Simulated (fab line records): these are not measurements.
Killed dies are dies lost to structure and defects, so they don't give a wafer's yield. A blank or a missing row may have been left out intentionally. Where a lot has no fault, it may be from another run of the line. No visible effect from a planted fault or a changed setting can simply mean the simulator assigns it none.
Matching of chambers + flow gf180mcu + GF_V3_CMP_04 on cmp-01: 4 sister chambers
The step polishes SiO2. 4 wafers are shown with their chamber, then 9 later ones without.

== WAFERS, EACH WITH ITS CHAMBER ==
| wafer  | chamber | motor current A (A) |
|--------|---------|---------------------|
| L498.3 | 3       | 11.8                |
| L501.1 | 0       | 10.8                |
| L501.2 | 2       | 10.9                |
| L501.6 | 1       | 11.1                |

== WAFERS WITHOUT THEIR CHAMBER ==
| wafer  | motor current A (A) |
|--------|---------------------|
| L505.2 | 10.3                |
| L505.3 | 11.0                |
| L505.5 | 12.3                |
| L507.1 | 11.1                |
| L507.3 | 11.1                |
| L507.4 | 10.9                |
| L508.3 | 11.1                |
| L508.5 | 12.2                |
| L508.6 | 10.9                |

== WHICH CHAMBER EACH ONE RAN IN ==
| wafer  | from the rows above          | in truth                   |
|--------|------------------------------|----------------------------|
| L505.2 | can't be placed: 0 or 2 or 1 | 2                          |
| L505.3 | can't be placed: 1 or 2 or 0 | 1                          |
| L505.5 | 3                            | 3                          |
| L507.1 | can't be placed: 1 or 2 or 0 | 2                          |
| L507.3 | can't be placed: 1 or 2 or 0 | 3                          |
| L507.4 | can't be placed: 2 or 0 or 1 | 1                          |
| L508.3 | can't be placed: 1 or 2 or 0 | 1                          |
| L508.5 | 3                            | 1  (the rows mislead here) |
| L508.6 | can't be placed: 2 or 0 or 1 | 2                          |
Placed correctly: 1 of 9. Not placeable from these rows: 7 (in 6, the candidates include the true chamber). 1 placed wrongly.
How it was worked out, from the rows above alone: a wafer's distance from a chamber is the root of the sum, over the readings, of the square of ((its reading less the chamber's mean) divided by the reading's scatter). The wafer belongs to the nearest chamber; if the next one is less than 2 further off, it can't be placed. For every chamber, the mean is computed from those of its wafers that are shown. The scatter (one wafer shown for each chamber): square how far every hidden wafer sits from the nearest shown wafer, average those squares and take the square root.
